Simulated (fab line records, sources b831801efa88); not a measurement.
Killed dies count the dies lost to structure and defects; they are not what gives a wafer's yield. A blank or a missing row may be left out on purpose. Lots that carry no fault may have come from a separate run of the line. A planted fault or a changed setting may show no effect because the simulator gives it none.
Which tool did it? | flow gf180mcu | Sampling: 13 lots, 39 wafers, 5 of 602 route steps

== WHAT THE GAUGES READ, wafer by wafer ==
GF_M4_RS_MEAS_05: uses a four-point probe to measure. Usual: M4_ALCU_RS gives 0.0695 ohm/sq (standard deviation 0.00094).
lot  | measured     | on            | M4_ALCU_RS (ohm/sq)  | flag
L516 | day 22 21:41 | film metro-04 | 0.0694 0.0686 0.0678 |
L519 | day 23 14:43 | film metro-04 | 0.0714 0.0709 0.0709 |
L520 | day 23 16:17 | film metro-03 | 0.0703 0.0701 0.0693 |
L521 | day 24 03:49 | film metro-03 | 0.0696 0.0691 0.0700 |
L522 | day 24 10:28 | film metro-04 | 0.0695 0.0699 0.0697 |
L524 | day 25 04:42 | film metro-01 | 0.0690 0.0689 0.0696 |
L525 | day 25 11:30 | film metro-03 | 0.0691 0.0690 0.0688 |
L526 | day 25 18:25 | film metro-01 | 0.0694 0.0694 0.0692 |
L530 | day 27 07:19 | film metro-01 | 0.0696 0.0688 0.0686 |
L531 | day 27 13:20 | film metro-04 | 0.0697 0.0689 0.0690 |
L532 | day 27 18:34 | film metro-03 | 0.0711 0.0706 0.0703 |
L533 | day 28 17:48 | film metro-03 | 0.0689 0.0686 0.0682 |
L536 | day 29 19:23 | film metro-03 | 0.0682 0.0680 0.0687 |

GF_V4_THK_MEAS_01. Usual: V4_CVD_00_THK gives 600 nm (standard deviation 6.6).
lot  | measured     | on            | V4_CVD_00_THK (nm) | flag
L516 | day 23 21:41 | film metro-03 | 612 605 609        |
L519 | day 24 13:56 | film metro-03 | 596 601 595        |
L520 | day 24 14:53 | film metro-03 | 594 596 603        |
L521 | day 25 02:23 | film metro-02 | 593 612 594        |
L522 | day 25 08:51 | film metro-03 | 594 600 594        |
L524 | day 26 02:15 | film metro-01 | 603 601 595        |
L525 | day 26 09:46 | film metro-03 | 605 604 600        |
L526 | day 26 16:25 | film metro-03 | 600 602 601        |
L530 | day 28 03:57 | film metro-03 | 605 594 589        |
L531 | day 28 10:04 | film metro-03 | 296 603 600        | OFF
L532 | day 28 14:52 | film metro-02 | 297 609 597        | OFF
L533 | day 29 12:58 | film metro-02 | 616 603 609        |
L536 | day 30 13:55 | film metro-02 | 588 600 592        |

== WHAT TOOL EACH LOT RAN ON (gives the tool, then ch and the chambers of the sampled wafers, and finally the start) ==
lot  | GF_M4_SPUTTER_03             | GF_M4_SPUTTER_04             | GF_V4_CVD_00
L516 | pvd sputter-03, day 22 21:37 | pvd sputter-03, day 22 21:38 | hdpcvd-01 ch 0,2, day 23 21:37
L519 | pvd sputter-01, day 23 14:39 | pvd sputter-01, day 23 14:40 | hdpcvd-02 ch 0,2, day 24 13:51
L520 | pvd sputter-04, day 23 16:14 | pvd sputter-04, day 23 16:15 | hdpcvd-02 ch 0,1,2, day 24 14:48
L521 | pvd sputter-01, day 24 03:44 | pvd sputter-01, day 24 03:45 | hdpcvd-02 ch 0,2, day 25 02:16
L522 | pvd sputter-01, day 24 10:24 | pvd sputter-01, day 24 10:25 | hdpcvd-02 ch 0,2, day 25 08:47
L524 | pvd sputter-01, day 25 04:36 | pvd sputter-01, day 25 04:37 | hdpcvd-01 ch 0,2, day 26 02:09
L525 | pvd sputter-03, day 25 11:25 | pvd sputter-03, day 25 11:26 | hdpcvd-01 ch 0,1,2, day 26 09:41
L526 | pvd sputter-04, day 25 18:20 | pvd sputter-04, day 25 18:22 | hdpcvd-02 ch 1,2, day 26 16:20
L530 | pvd sputter-01, day 27 07:15 | pvd sputter-01, day 27 07:16 | hdpcvd-02 ch 0,1, day 28 03:53
L531 | pvd sputter-03, day 27 13:13 | pvd sputter-03, day 27 13:14 | hdpcvd-02 ch 0,1,2, day 28 10:00
L532 | pvd sputter-04, day 27 18:30 | pvd sputter-04, day 27 18:31 | hdpcvd-02 ch 0,1,2, day 28 14:47
L533 | pvd sputter-01, day 28 17:42 | pvd sputter-01, day 28 17:43 | hdpcvd-01 ch 1,2, day 29 12:53
L536 | pvd sputter-03, day 29 19:18 | pvd sputter-03, day 29 19:19 | hdpcvd-01 ch 0,1, day 30 13:50
- GF_M4_SPUTTER_03: material Ti, target thk 10 nm, time 6.7 s.
- GF_M4_SPUTTER_04: material TiN, target thk 50 nm, time 41.7 s.
- GF_V4_CVD_00: deposits SiO2, target thk 600 nm, time 100 s.

== WHAT THE TOOLS THEMSELVES READ (means of the sampled wafers that have a number; where no wafer has one, the mark that the record gives instead) ==
GF_M4_SPUTTER_03. Usual: throttle valve pct at 30.2 %, with a standard deviation of 1.6.
lot  | tool           | throttle valve pct (%) | flag
L516 | pvd sputter-03 | 30.2                   |
L519 | pvd sputter-01 | 30.5                   |
L520 | pvd sputter-04 | 29.3                   |
L521 | pvd sputter-01 | 32.8                   |
L522 | pvd sputter-01 | 32.1                   |
L524 | pvd sputter-01 | 31.2                   |
L525 | pvd sputter-03 | 29.3                   |
L526 | pvd sputter-04 | 29.9                   |
L530 | pvd sputter-01 | 31.4                   |
L531 | pvd sputter-03 | 28.9                   |
L532 | pvd sputter-04 | 28.7                   |
L533 | pvd sputter-01 | 30.4                   |
L536 | pvd sputter-03 | 28.2                   |

GF_M4_SPUTTER_04. Usual: throttle valve pct at 30.2 %, with a standard deviation of 1.6.
lot  | tool           | throttle valve pct (%) | flag
L516 | pvd sputter-03 | 30.0                   |
L519 | pvd sputter-01 | 30.4                   |
L520 | pvd sputter-04 | 29.2                   |
L521 | pvd sputter-01 | 32.6                   |
L522 | pvd sputter-01 | 31.9                   |
L524 | pvd sputter-01 | 31.2                   |
L525 | pvd sputter-03 | 29.4                   |
L526 | pvd sputter-04 | 29.8                   |
L530 | pvd sputter-01 | 31.5                   |
L531 | pvd sputter-03 | 29.0                   |
L532 | pvd sputter-04 | 28.7                   |
L533 | pvd sputter-01 | 30.3                   |
L536 | pvd sputter-03 | 28.1                   |

GF_V4_CVD_00. Usual: sih4 flow sccm at 60.00 sccm, with a standard deviation of 0.19.
lot  | tool      | sih4 flow sccm (sccm) | flag
L516 | hdpcvd-01 | 59.74                 |
L519 | hdpcvd-02 | 59.90                 |
L520 | hdpcvd-02 | 60.24                 |
L521 | hdpcvd-02 | 60.16                 |
L522 | hdpcvd-02 | 60.03                 |
L524 | hdpcvd-01 | 60.10                 |
L525 | hdpcvd-01 | 59.88                 |
L526 | hdpcvd-02 | 60.33                 |
L530 | hdpcvd-02 | 60.04                 |
L531 | hdpcvd-02 | 50.00                 | OFF
L532 | hdpcvd-02 | 50.11                 | OFF
L533 | hdpcvd-01 | 59.80                 |
L536 | hdpcvd-01 | 60.06                 |

== THE ANSWER, worked out from the rows above alone ==
Rule: a lot is off if the mean of its wafers that have a number lies more than 3 standard deviations from the usual mean. A lot without any number at a reading at which 4 lots or more have one is off too. The other lots that the step has rows for count as sound. Order of review: gauges by route order, followed by the tools' own readings, for which a lot's mean as printed above is used. The first step at which some lot is off is used, and at that step the reading that is off furthest; a lot without a number counts as furthest.
Off: L531, L532, seen at GF_V4_THK_MEAS_01 (V4_CVD_00_THK).
A tool fits if, at a process step before that reading, it ran every lot that is off, and no sound lot after the first of them. The gauges at GF_V4_THK_MEAS_01 aren't tried: what is off there is off at GF_V4_CVD_00 too, on other tools, and a gauge's error can't cause that. One fits: hdpcvd-02 at GF_V4_CVD_00. A fault onset in the window from L530 (day 28 03:53, its last sound lot) to L531 (day 28 10:00, its first lot off) fits.
The tool's own readings at GF_V4_CVD_00 bear it out: on the lots that are off they differ by more than 5 times the standard deviation of the sound lots' means. sih4 flow sccm reads 50.05 sccm there against 60.03 sccm on the sound lots.

== WHAT THE SIMULATOR PUT IN ==
hdpcvd-02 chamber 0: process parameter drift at GF_V4_CVD_00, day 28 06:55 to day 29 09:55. From 60, the setting sih4 flow sccm moved by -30. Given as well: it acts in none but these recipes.
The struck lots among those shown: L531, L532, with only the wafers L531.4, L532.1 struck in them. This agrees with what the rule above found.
